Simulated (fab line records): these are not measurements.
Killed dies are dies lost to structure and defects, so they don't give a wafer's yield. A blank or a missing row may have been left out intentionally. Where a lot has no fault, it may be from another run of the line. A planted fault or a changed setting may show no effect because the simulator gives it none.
fab line records	flow gf180mcu
[record] lots = 24	wafers = 72	lastDay = 34
route steps=602 shown V1@351 M2@376 V3@430 M4@458
lots with no fault: from the same line, run without faults
startH: the number of hours between the record's first day and the start of the first shown wafer of the lot	waitH: time in hours since the lot's previous step	" as in the row above	L1.1+2: one row covering several wafers at once	- value missing, or start not given	* or withheld: withheld	< > ~ a bound
route shown NAME@n: NAME is a module with steps in the file, n the number in the route of the first one	usual: mean/standard deviation of fault-free wafers	same: alike in all rows	chamber/n: place in a boat	sites: each site's reading	_std_site: how widely they spread, as a standard deviation	_edge_site: outer sites' mean less inner sites'	radiusMm: how far each site lies from the wafer's centre	mask NAME#n: copy n	behind: the last tool/chamber to shape the wafer	hold: reason for holding the lot/hours on hold/outcome of the hold	device: whichever transistor did not switch (one of n, p or np)	end of line: the same wafers' tests at the end of the route	step lacking rows: just its recipe	killed: at the first sort, the dies lost to defects and structure; wafer yield is something else	map: a wafer's dies, x killed, . not, _ none there
set.NAME: setting as actually run; set.NAME@STEP: the setting as run at that earlier step	model.NAME: the simulator's own value behind a step, which no gauge read
steps of the route over a sample of lots; a table a step, a row a wafer
services: a tool's chamber out of use, with start hour (startH, from the record's first day; less than 0 if before it), hours out, and reason
[[steps]]
[step GF_V1_ETCH_16]
[recipe] chemistry = N2/H2	targetDepthA = withheld	overetchA = withheld	timeS = withheld	target = BARC	ionEnergyEv = 200	sourceW = 500	biasW = 100	pressureMtorr = 30	n2FlowSccm = 100	h2FlowSccm = 200
[usual] drypumpMotorCurrentA = 6.0/0.36	oesProductAu = 0.855/0.0047	throttleValvePct = 13.226/0.0095
lot.wafer	tool	chamber	startH	waitH	drypumpMotorCurrentA	oesProductAu	throttleValvePct
L074.1	rieDiel-01	2	407.79	0.0	5.8	0.854	13.218
L074.3	"	0	"	"	6.0	0.854	13.233
L074.5	"	2	"	"	5.8	0.853	13.228
L075.1	rieDiel-04	0	418.54	0.0	6.4	0.849	13.226
L075.4	"	1	"	"	5.9	0.860	13.211
L075.6	"	1	"	"	5.9	0.850	13.228
L076.2	rieDiel-01	2	427.73	0.0	5.8	0.861	13.209
L076.3	"	3	"	"	6.1	0.857	13.227
L076.4	"	0	"	"	6.0	0.866	13.214
L077.1	rieDiel-02	0	432.24	0.0	5.7	0.864	13.238
L077.2	"	3	"	"	6.7	0.863	13.220
L077.3	"	1	"	"	5.7	0.860	13.223
L078.1	rieDiel-04	2	449.53	0.0	5.5	0.854	13.217
L078.3	"	3	"	"	6.0	0.857	13.210
L078.6	"	1	"	"	5.9	0.854	13.214
L079.1	rieDiel-02	3	455.78	0.0	6.7	0.847	13.220
L079.2	"	2	"	"	6.3	0.854	13.219
L079.5	"	2	"	"	6.3	0.855	13.215
L080.1	rieDiel-02	0	467.74	0.0	5.7	0.858	13.228
L080.5	"	1	"	"	5.7	0.853	13.218
L080.6	"	2	"	"	6.3	0.856	13.206
L081.2	rieDiel-02	0	485.69	0.0	5.7	0.859	13.227
L081.3	"	2	"	"	6.4	0.853	13.218
L081.5	"	3	"	"	6.7	0.859	13.232
L082.3	rieDiel-02	1	487.64	0.0	5.7	0.854	13.225
L082.4	"	0	"	"	5.7	0.859	13.237
L082.6	"	1	"	"	5.7	0.853	13.234
L083.2	rieDiel-01	3	497.88	0.0	6.1	0.854	13.223
L083.4	"	3	"	"	6.2	0.850	13.239
L083.6	"	1	"	"	5.7	0.860	13.226
L084.2	rieDiel-02	2	508.28	0.0	6.3	0.848	13.217
L084.3	"	1	"	"	5.7	0.858	13.232
L084.6	"	3	"	"	6.7	0.852	13.226
L085.3	rieDiel-02	3	515.04	0.0	6.7	0.858	13.220
L085.5	"	1	"	"	5.7	0.853	13.243
L085.6	"	0	"	"	5.8	0.850	13.237
L086.1	rieDiel-04	1	521.13	0.0	5.9	0.854	13.239
L086.2	"	3	"	"	6.0	0.854	13.230
L086.4	"	0	"	"	6.4	0.857	13.234
L087.1	rieDiel-04	1	527.43	0.0	5.9	0.849	13.216
L087.4	"	3	"	"	5.9	0.853	13.231
L087.6	"	1	"	"	5.9	0.855	13.222
L088.2	rieDiel-02	0	538.78	0.0	5.7	0.854	13.224
L088.3	"	1	"	"	5.6	0.853	13.245
L088.4	"	1	"	"	5.7	0.856	13.230
L089.1	rieDiel-04	1	543.53	0.0	5.9	0.853	13.228
L089.4	"	2	"	"	5.5	0.862	13.211
L089.6	"	1	"	"	5.9	0.861	13.220
L090.3	rieDiel-02	1	551.17	0.0	5.7	0.852	13.229
L090.5	"	1	"	"	5.7	0.862	13.248
L090.6	"	2	"	"	6.3	0.851	13.232
L091.2	rieDiel-04	1	557.48	0.0	5.9	0.856	13.244
L091.3	"	2	"	"	5.5	0.856	13.222
L091.6	"	2	"	"	5.5	0.853	13.229
L092.3	rieDiel-02	0	563.93	0.0	5.7	0.854	13.244
L092.4	"	0	"	"	5.7	0.855	13.225
L092.5	"	2	"	"	6.3	0.855	13.239
L093.1	rieDiel-04	0	575.64	0.0	6.4	0.841	13.233
L093.5	"	0	"	"	6.4	0.851	13.214
L093.6	"	1	"	"	5.9	0.851	13.226
L094.1	rieDiel-01	0	584.64	0.0	6.0	0.848	13.221
L094.2	"	3	"	"	6.2	0.860	13.216
L094.4	"	1	"	"	5.7	0.857	13.236
L095.2	rieDiel-01	1	589.93	0.0	5.7	0.865	13.217
L095.3	"	0	"	"	6.0	0.850	13.226
L095.5	"	0	"	"	6.0	0.854	13.230
L096.3	rieDiel-02	3	594.54	0.0	6.8	0.857	13.231
L096.4	"	1	"	"	5.7	0.860	13.229
L096.5	"	1	"	"	5.7	0.853	13.221
L097.1	rieDiel-01	0	600.48	0.0	6.0	0.858	13.219
L097.3	"	1	"	"	5.7	0.860	13.246
L097.6	"	2	"	"	5.8	0.858	13.227
[step GF_M2_CD_MEAS_14]
[recipe] targetCdNm = 280
[usual] cdNm = 279.5/1.1
lot.wafer	tool	chamber	startH	waitH	cdNm
L074.1	cdSem-01	-	433.23	0.1	277.7
L074.3	"	-	"	"	279.1
L074.5	"	-	"	"	277.7
L075.1	cdSem-01	-	444.28	0.1	279.5
L075.4	"	-	"	"	278.4
L075.6	"	-	"	"	279.4
L076.2	cdSem-02	-	453.55	0.1	279.3
L076.3	"	-	"	"	279.6
L076.4	"	-	"	"	279.5
L077.1	cdSem-01	-	458.07	0.1	281.0
L077.2	"	-	"	"	280.3
L077.3	"	-	"	"	281.3
L078.1	cdSem-02	-	475.53	0.1	280.1
L078.3	"	-	"	"	279.3
L078.6	"	-	"	"	279.7
L079.1	cdSem-01	-	481.04	0.1	279.7
L079.2	"	-	"	"	279.5
L079.5	"	-	"	"	279.5
L080.1	cdSem-01	-	493.12	0.1	279.3
L080.5	"	-	"	"	279.8
L080.6	"	-	"	"	280.2
L081.2	cdSem-02	-	511.05	0.1	279.3
L081.3	"	-	"	"	278.9
L081.5	"	-	"	"	280.1
L082.3	cdSem-01	-	513.08	0.1	280.3
L082.4	"	-	"	"	280.7
L082.6	"	-	"	"	279.3
L083.2	cdSem-02	-	523.14	0.1	279.6
L083.4	"	-	"	"	279.1
L083.6	"	-	"	"	279.8
L084.2	cdSem-01	-	533.01	0.1	281.4
L084.3	"	-	"	"	281.1
L084.6	"	-	"	"	279.9
L085.3	cdSem-02	-	539.02	0.1	279.9
L085.5	"	-	"	"	279.1
L085.6	"	-	"	"	280.8
L086.1	cdSem-02	-	545.68	0.1	279.3
L086.2	"	-	"	"	279.8
L086.4	"	-	"	"	280.5
L087.1	cdSem-02	-	550.89	0.1	277.0
L087.4	"	-	"	"	278.2
L087.6	"	-	"	"	277.3
L088.2	cdSem-01	-	562.76	0.1	279.0
L088.3	"	-	"	"	279.3
L088.4	"	-	"	"	280.5
L089.1	cdSem-01	-	566.67	0.1	279.8
L089.4	"	-	"	"	279.3
L089.6	"	-	"	"	279.2
L090.3	cdSem-01	-	573.87	0.1	280.6
L090.5	"	-	"	"	279.8
L090.6	"	-	"	"	280.0
L091.2	cdSem-01	-	580.86	0.1	280.1
L091.3	"	-	"	"	281.5
L091.6	"	-	"	"	280.0
L092.3	cdSem-01	-	586.66	0.1	280.5
L092.4	"	-	"	"	279.8
L092.5	"	-	"	"	280.7
L093.1	cdSem-02	-	598.36	0.2	276.8
L093.5	"	-	"	"	278.2
L093.6	"	-	"	"	278.1
L094.1	cdSem-02	-	606.97	0.1	279.2
L094.2	"	-	"	"	278.7
L094.4	"	-	"	"	278.9
L095.2	cdSem-02	-	613.06	0.1	281.2
L095.3	"	-	"	"	280.3
L095.5	"	-	"	"	279.9
L096.3	cdSem-01	-	616.87	0.1	282.5
L096.4	"	-	"	"	281.4
L096.5	"	-	"	"	281.3
L097.1	cdSem-01	-	622.52	0.1	276.4
L097.3	"	-	"	"	278.6
L097.6	"	-	"	"	277.5
[step GF_V3_THK_MEAS_01]
[recipe] reads = SiO2_of_V3_CVD_00
[usual] V3_CVD_00_THK = 600/6.2
lot.wafer	tool	chamber	startH	waitH	V3_CVD_00_THK[nm]
L074.1	filmMetro-03	-	485.38	0.0	608
L074.3	"	-	"	"	611
L074.5	"	-	"	"	609
L075.1	filmMetro-04	-	496.61	0.1	606
L075.4	"	-	"	"	609
L075.6	"	-	"	"	606
L076.2	filmMetro-04	-	505.63	0.0	610
L076.3	"	-	"	"	606
L076.4	"	-	"	"	607
L077.1	filmMetro-03	-	509.07	0.0	599
L077.2	"	-	"	"	609
L077.3	"	-	"	"	601
L078.1	filmMetro-01	-	527.13	0.0	603
L078.3	"	-	"	"	597
L078.6	"	-	"	"	599
L079.1	filmMetro-03	-	531.88	0.0	603
L079.2	"	-	"	"	603
L079.5	"	-	"	"	605
L080.1	filmMetro-04	-	543.56	0.0	595
L080.5	"	-	"	"	598
L080.6	"	-	"	"	599
L081.2	filmMetro-03	-	560.14	0.0	604
L081.3	"	-	"	"	598
L081.5	"	-	"	"	606
L082.3	filmMetro-03	-	563.14	0.1	584
L082.4	"	-	"	"	590
L082.6	"	-	"	"	593
L083.2	filmMetro-03	-	572.17	0.0	599
L083.4	"	-	"	"	601
L083.6	"	-	"	"	603
L084.2	filmMetro-01	-	580.79	0.0	596
L084.3	"	-	"	"	597
L084.6	"	-	"	"	596
L085.3	filmMetro-03	-	586.74	0.1	594
L085.5	"	-	"	"	607
L085.6	"	-	"	"	599
L086.1	filmMetro-04	-	593.92	0.0	609
L086.2	"	-	"	"	595
L086.4	"	-	"	"	604
L087.1	filmMetro-01	-	598.28	0.0	602
L087.4	"	-	"	"	603
L087.6	"	-	"	"	613
L088.2	filmMetro-01	-	608.95	0.0	589
L088.3	"	-	"	"	596
L088.4	"	-	"	"	597
L089.1	filmMetro-03	-	613.58	0.0	604
L089.4	"	-	"	"	602
L089.6	"	-	"	"	592
L090.3	filmMetro-04	-	619.60	0.1	594
L090.5	"	-	"	"	593
L090.6	"	-	"	"	593
L091.2	filmMetro-03	-	627.31	0.0	599
L091.3	"	-	"	"	595
L091.6	"	-	"	"	603
L092.3	filmMetro-04	-	631.35	0.1	605
L092.4	"	-	"	"	607
L092.5	"	-	"	"	601
L093.1	filmMetro-01	-	642.36	0.0	600
L093.5	"	-	"	"	603
L093.6	"	-	"	"	597
L094.1	filmMetro-04	-	650.83	0.0	592
L094.2	"	-	"	"	584
L094.4	"	-	"	"	599
L095.2	filmMetro-01	-	655.88	0.0	605
L095.3	"	-	"	"	600
L095.5	"	-	"	"	600
L096.3	filmMetro-04	-	661.40	0.1	598
L096.4	"	-	"	"	597
L096.5	"	-	"	"	601
L097.1	filmMetro-03	-	665.67	0.0	605
L097.3	"	-	"	"	603
L097.6	"	-	"	"	604
[step GF_V3_THK_MEAS_03]
[recipe] reads = SiO2_of_V3_CVD_02
[usual] V3_CVD_02_THK = 848/10
lot.wafer	tool	chamber	startH	waitH	V3_CVD_02_THK[nm]
L074.1	filmMetro-01	-	485.51	0.0	854
L074.3	"	-	"	"	843
L074.5	"	-	"	"	866
L075.1	filmMetro-01	-	496.74	0.0	822
L075.4	"	-	"	"	851
L075.6	"	-	"	"	835
L076.2	filmMetro-03	-	505.76	0.0	846
L076.3	"	-	"	"	839
L076.4	"	-	"	"	849
L077.1	filmMetro-04	-	509.20	0.0	844
L077.2	"	-	"	"	832
L077.3	"	-	"	"	856
L078.1	filmMetro-04	-	527.26	0.0	851
L078.3	"	-	"	"	837
L078.6	"	-	"	"	865
L079.1	filmMetro-04	-	532.05	0.1	842
L079.2	"	-	"	"	843
L079.5	"	-	"	"	869
L080.1	filmMetro-01	-	543.68	0.0	852
L080.5	"	-	"	"	857
L080.6	"	-	"	"	865
L081.2	filmMetro-01	-	560.27	0.0	848
L081.3	"	-	"	"	852
L081.5	"	-	"	"	866
L082.3	filmMetro-01	-	563.27	0.1	838
L082.4	"	-	"	"	840
L082.6	"	-	"	"	850
L083.2	filmMetro-04	-	572.30	0.0	848
L083.4	"	-	"	"	858
L083.6	"	-	"	"	867
L084.2	filmMetro-03	-	580.92	0.0	841
L084.3	"	-	"	"	844
L084.6	"	-	"	"	860
L085.3	filmMetro-01	-	586.87	0.1	847
L085.5	"	-	"	"	851
L085.6	"	-	"	"	858
L086.1	filmMetro-03	-	594.05	0.0	830
L086.2	"	-	"	"	817
L086.4	"	-	"	"	847
L087.1	filmMetro-04	-	598.41	0.0	832
L087.4	"	-	"	"	855
L087.6	"	-	"	"	842
L088.2	filmMetro-04	-	609.11	0.1	830
L088.3	"	-	"	"	838
L088.4	"	-	"	"	859
L089.1	filmMetro-01	-	613.71	0.0	831
L089.4	"	-	"	"	852
L089.6	"	-	"	"	856
L090.3	filmMetro-01	-	619.77	0.1	861
L090.5	"	-	"	"	859
L090.6	"	-	"	"	865
L091.2	filmMetro-03	-	627.47	0.1	840
L091.3	"	-	"	"	853
L091.6	"	-	"	"	851
L092.3	filmMetro-01	-	631.52	0.1	850
L092.4	"	-	"	"	852
L092.5	"	-	"	"	843
L093.1	filmMetro-04	-	642.49	0.0	837
L093.5	"	-	"	"	849
L093.6	"	-	"	"	862
L094.1	filmMetro-03	-	650.96	0.0	845
L094.2	"	-	"	"	829
L094.4	"	-	"	"	853
L095.2	filmMetro-03	-	656.01	0.0	844
L095.3	"	-	"	"	831
L095.5	"	-	"	"	856
L096.3	filmMetro-04	-	661.53	0.1	848
L096.4	"	-	"	"	860
L096.5	"	-	"	"	857
L097.1	filmMetro-01	-	665.79	0.0	847
L097.3	"	-	"	"	842
L097.6	"	-	"	"	859
[step GF_V3_BOW_MEAS_05]
[recipe] mode = bow
[usual] V3_BOW = 117/8.6
lot.wafer	tool	chamber	startH	waitH	V3_BOW[um]
L074.1	filmMetro-01	-	485.87	0.1	112
L074.3	"	-	"	"	110
L074.5	"	-	"	"	101
L075.1	filmMetro-04	-	497.10	0.2	119
L075.4	"	-	"	"	118
L075.6	"	-	"	"	113
L076.2	filmMetro-04	-	506.13	0.2	122
L076.3	"	-	"	"	120
L076.4	"	-	"	"	122
L077.1	filmMetro-03	-	509.56	0.2	124
L077.2	"	-	"	"	117
L077.3	"	-	"	"	110
L078.1	filmMetro-01	-	527.62	0.2	119
L078.3	"	-	"	"	111
L078.6	"	-	"	"	118
L079.1	filmMetro-03	-	532.41	0.1	114
L079.2	"	-	"	"	117
L079.5	"	-	"	"	121
L080.1	filmMetro-04	-	544.04	0.1	104
L080.5	"	-	"	"	122
L080.6	"	-	"	"	118
L081.2	filmMetro-04	-	560.64	0.3	114
L081.3	"	-	"	"	126
L081.5	"	-	"	"	118
L082.3	filmMetro-03	-	563.65	0.2	106
L082.4	"	-	"	"	92
L082.6	"	-	"	"	103
L083.2	filmMetro-03	-	572.67	0.2	127
L083.4	"	-	"	"	135
L083.6	"	-	"	"	119
L084.2	filmMetro-04	-	581.29	0.2	113
L084.3	"	-	"	"	113
L084.6	"	-	"	"	114
L085.3	filmMetro-03	-	587.25	0.2	112
L085.5	"	-	"	"	124
L085.6	"	-	"	"	120
L086.1	filmMetro-04	-	594.41	0.1	122
L086.2	"	-	"	"	105
L086.4	"	-	"	"	112
L087.1	filmMetro-01	-	598.77	0.1	125
L087.4	"	-	"	"	114
L087.6	"	-	"	"	127
L088.2	filmMetro-01	-	609.48	0.2	119
L088.3	"	-	"	"	117
L088.4	"	-	"	"	105
L089.1	filmMetro-01	-	614.07	0.1	117
L089.4	"	-	"	"	122
L089.6	"	-	"	"	121
L090.3	filmMetro-03	-	620.15	0.3	124
L090.5	"	-	"	"	126
L090.6	"	-	"	"	132
L091.2	filmMetro-03	-	627.99	0.1	121
L091.3	"	-	"	"	128
L091.6	"	-	"	"	137
L092.3	filmMetro-03	-	631.90	0.2	133
L092.4	"	-	"	"	127
L092.5	"	-	"	"	131
L093.1	filmMetro-03	-	642.85	0.2	111
L093.5	"	-	"	"	103
L093.6	"	-	"	"	97
L094.1	filmMetro-04	-	651.32	0.2	117
L094.2	"	-	"	"	109
L094.4	"	-	"	"	106
L095.2	filmMetro-03	-	660.31	0.1	123
L095.3	"	-	"	"	121
L095.5	"	-	"	"	115
L096.3	filmMetro-01	-	663.03	0.2	122
L096.4	"	-	"	"	105
L096.5	"	-	"	"	118
L097.1	filmMetro-04	-	666.52	0.1	115
L097.3	"	-	"	"	121
L097.6	"	-	"	"	129
[step GF_M4_SPUTTER_02]
[recipe] material = AlCu	targetThkNm = 450	powerW = 10600	timeS = 23.9	chamberPressurePa = 0.4
[usual] throttleValvePct = 30.2/1.3
lot.wafer	tool	chamber	startH	waitH	throttleValvePct
L074.1	pvdSputter-03	-	510.87	0.0	29.5
L074.3	"	-	"	"	28.2
L074.5	"	-	"	"	30.3
L075.1	pvdSputter-03	-	521.67	0.0	28.5
L075.4	"	-	"	"	30.3
L075.6	"	-	"	"	28.6
L076.2	pvdSputter-03	-	530.62	0.0	30.1
L076.3	"	-	"	"	28.2
L076.4	"	-	"	"	29.5
L077.1	pvdSputter-04	-	533.88	0.0	29.9
L077.2	"	-	"	"	29.1
L077.3	"	-	"	"	31.4
L078.1	pvdSputter-02	-	551.52	0.0	31.4
L078.3	"	-	"	"	32.6
L078.6	"	-	"	"	31.6
L079.1	pvdSputter-02	-	557.02	0.0	31.2
L079.2	"	-	"	"	29.8
L079.5	"	-	"	"	32.8
L080.1	pvdSputter-02	-	567.75	0.0	29.9
L080.5	"	-	"	"	29.7
L080.6	"	-	"	"	31.9
L081.2	pvdSputter-04	-	584.31	0.0	31.2
L081.3	"	-	"	"	31.1
L081.5	"	-	"	"	31.0
L082.3	pvdSputter-02	-	586.78	0.0	30.9
L082.4	"	-	"	"	32.7
L082.6	"	-	"	"	31.2
L083.2	pvdSputter-02	-	595.60	0.0	29.7
L083.4	"	-	"	"	29.7
L083.6	"	-	"	"	31.4
L084.2	pvdSputter-03	-	604.41	0.0	29.9
L084.3	"	-	"	"	29.5
L084.6	"	-	"	"	29.7
L085.3	pvdSputter-03	-	609.60	0.0	28.4
L085.5	"	-	"	"	30.2
L085.6	"	-	"	"	28.3
L086.1	pvdSputter-04	-	617.32	0.0	29.1
L086.2	"	-	"	"	31.6
L086.4	"	-	"	"	29.8
L087.1	pvdSputter-02	-	620.72	0.0	31.7
L087.4	"	-	"	"	32.4
L087.6	"	-	"	"	30.9
L088.2	pvdSputter-04	-	631.54	0.0	29.2
L088.3	"	-	"	"	29.9
L088.4	"	-	"	"	31.0
L089.1	pvdSputter-04	-	636.05	0.0	29.0
L089.4	"	-	"	"	31.1
L089.6	"	-	"	"	29.7
L090.3	pvdSputter-04	-	641.27	0.0	30.8
L090.5	"	-	"	"	29.9
L090.6	"	-	"	"	31.3
L091.2	pvdSputter-03	-	649.97	0.0	29.8
L091.3	"	-	"	"	30.2
L091.6	"	-	"	"	29.7
L092.3	pvdSputter-04	-	653.41	0.0	29.3
L092.4	"	-	"	"	29.8
L092.5	"	-	"	"	29.3
L093.1	pvdSputter-04	-	664.32	0.0	31.3
L093.5	"	-	"	"	31.3
L093.6	"	-	"	"	31.4
L094.1	pvdSputter-03	-	671.77	0.0	29.7
L094.2	"	-	"	"	28.3
L094.4	"	-	"	"	28.2
L095.2	pvdSputter-02	-	680.82	0.0	32.7
L095.3	"	-	"	"	30.3
L095.5	"	-	"	"	32.7
L096.3	pvdSputter-03	-	683.92	0.0	28.2
L096.4	"	-	"	"	28.4
L096.5	"	-	"	"	28.2
L097.1	pvdSputter-02	-	687.59	0.0	32.9
L097.3	"	-	"	"	31.7
L097.6	"	-	"	"	30.0
[[services]]
tool	chamber	startH	hours	kind
rieDiel-02	-	414.60	1.1	repair
rieDiel-01	-	431.04	28.1	pm
pvdSputter-02	-	450.71	1.6	repair
rieDiel-01	0	465.85	6.3	repair
pvdSputter-02	-	483.15	5.4	repair
rieDiel-01	2	495.82	12.9	repair
rieDiel-01	1	500.30	6.0	repair
rieDiel-01	3	527.87	4.4	repair
pvdSputter-03	-	537.30	2.6	repair
rieDiel-02	2	537.94	11.6	repair
rieDiel-01	-	552.19	0.7	repair
rieDiel-02	1	561.64	5.3	repair
rieDiel-04	2	576.37	13.7	repair
rieDiel-04	1	585.36	1.4	repair
pvdSputter-04	-	590.88	3.8	repair
rieDiel-04	3	596.91	9.0	repair
rieDiel-04	0	602.13	9.8	repair
rieDiel-04	2	624.65	5.0	repair
pvdSputter-02	-	636.00	1.7	repair
rieDiel-01	1	656.38	6.1	repair
pvdSputter-02	-	660.21	3.0	repair
rieDiel-01	-	666.03	1.0	repair
rieDiel-02	3	684.06	-	clean
rieDiel-02	3	684.06	22.0	scheduledDown
[[key]]
fault none
